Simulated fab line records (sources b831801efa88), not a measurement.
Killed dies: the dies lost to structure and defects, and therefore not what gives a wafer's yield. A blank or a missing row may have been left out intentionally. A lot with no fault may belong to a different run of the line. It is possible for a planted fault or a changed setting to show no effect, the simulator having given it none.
Which tool was responsible? ; flow sky130 ; route of 708 steps, sampled at 1 step: 12 lots, 36 wafers

WHAT THE GAUGES READ, wafer by wafer
SKY_LOCAL_INTERCONNECT_OVL_MEAS_12.
lot;measured;on;LOCAL_INTERCONNECT_OVL (nm)
L076;day 31 11:29;overlay-01;6 8 10
L078;day 31 21:11;overlay-02;1 -5 0
L079;day 32 02:35;overlay-02;1 -3 3
L081;day 33 04:23;overlay-02;8 6 4
L083;day 33 07:43;overlay-02;14 11 15
L085;day 34 06:18;overlay-01;-3 0 7
L087;day 34 19:02;overlay-01;0 -8 -4
L089;day 35 07:29;overlay-01;-2 3 1
L091;day 35 22:47;overlay-02;0 3 2
L093;day 36 14:32;overlay-02;2 2 1
L095;day 37 01:14;overlay-02;-3 1 -1
L097;day 37 15:50;overlay-01;5 -1 3

WHICH TOOL RAN EACH LOT (tool, then ch and the chambers of the sampled wafers, then the start)
There is no process step in the record ahead of these readings.

THE ANSWER, worked out from the rows above alone
Rule: what is usual is taken from the lots themselves. Put in order of their means at a reading, lots are off if they are a third of the lots or fewer, leave a main group of 4 or more, and stand apart from it by a gap of 3 or more times the standard deviation of the main group's means; of several such gaps the widest counts. A main group whose means are all the same, to the digits that the tables above print for the reading, isn't used. A lot without any number at a reading at which 4 lots or more have one is off too. Where the step has rows for the other lots, those lots are counted as sound.
Across all readings shown, no lot is off: no conclusion can be drawn from this.

WHAT HAD BEEN PUT IN BY THE SIMULATOR
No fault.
